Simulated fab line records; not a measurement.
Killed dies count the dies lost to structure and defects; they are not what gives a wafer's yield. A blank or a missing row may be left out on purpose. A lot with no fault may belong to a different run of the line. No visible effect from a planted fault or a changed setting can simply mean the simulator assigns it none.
Problem report in the 8D (eight disciplines) form, filled by code / flow sky130 / the parts of the form that need people (team, actions taken, sign-off) are left out

== 1. THE PROBLEM ==
spin_speed_rpm at SKY_PAD_OPEN_COAT_02 reads a mean of 2086.7 rpm on 6 wafers of 2 lots; wafers without a fault read 1999.9 rpm with a standard deviation of 1.2. Relative to the usual mean, that is a shift of +72 standard deviations.
The step: resist thk 3000 nm.
Seen first at day 47 01:56 on litho_track-02, wafer L810.2. At this step, 33 wafers from 11 lots have a number in the record. Rule for "out" (also "out of limits"): further than 4 standard deviations from the usual mean. The rest of the wafers with a number are treated as sound.

== 2. WHAT IT IS; WHAT IT IS NOT ==
question=which readings at this step | is=spin_speed_rpm | is not=-
question=which lots | is=L809, L810 | is not=L804, L805, L806, L815, L816, L818, L819, L821, L823
question=which wafers of those lots | is=all that have a number | is not=-
question=read on which tools | is=litho_track-02 | is not=litho_track-03, litho_track-04
question=when | is=from day 47 01:56 | is not=up to then (9 sound wafers); but 18 sound wafers of L815, L816, L818, L819, L821, L823 came after

== 3. WHAT RULES OUT EACH SUSPECT ==
Counting: a tool stays on the suspect list if, at a process step up to the reading, it processed all lots that are out and no sound lot following the first of them.
- litho_track-02 at SKY_PAD_OPEN_COAT_02 (resist thk 3000 nm): kept. It processed each lot that is out, first L810 at day 47 01:56, and no sound lot thereafter; up to then, the last sound lot it processed was L806 at day 45 18:36. Its own readings are out on those wafers: spin_speed_rpm.
After counting, what remains is litho_track-02 at SKY_PAD_OPEN_COAT_02.

== 4. THE CAUSE (what the simulator had put in) ==
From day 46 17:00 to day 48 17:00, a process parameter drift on litho_track-02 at SKY_PAD_OPEN_COAT_02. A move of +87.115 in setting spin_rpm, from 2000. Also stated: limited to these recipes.
Only this tool survived the counting.

== 5. THE CHAIN OF EFFECTS, in route order ==
Rows list readings where the struck wafers' mean (over those with a number) sits beyond 3 standard deviations from the usual. Only readings for which the record gives a usual standard deviation are gone through. hours: the time from each lot's start at the first step in this table that gives one to its start at this step, as a median over the lots. sigmas: the change in usual standard deviations.
hours=0; step=SKY_PAD_OPEN_COAT_02; reading=spin_speed_rpm; usual=1999.9 rpm; on struck wafers=2086.7; change=+86.8; sigmas=+72
hours=11; step=SKY_PAD_OPEN_STRIP_08; reading=strip_time_to_endpoint_s; usual=37.06 s; on struck wafers=36.36; change=-0.70; sigmas=-6.3
The process steps in it:
- SKY_PAD_OPEN_COAT_02: resist thk 3000 nm.
- SKY_PAD_OPEN_STRIP_08: strips in O2/N2.
Later steps that measure or inspect, where all struck wafers having a row at the step show a number for every such reading and not one has moved that far: SKY_PAD_OPEN_BOW_MEAS_13.

== 6. WHAT WOULD HAVE CAUGHT IT SOONER ==
9 hours passed between the start of the fault at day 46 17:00 and the first reading out of limits in this record, taken at day 47 01:56.
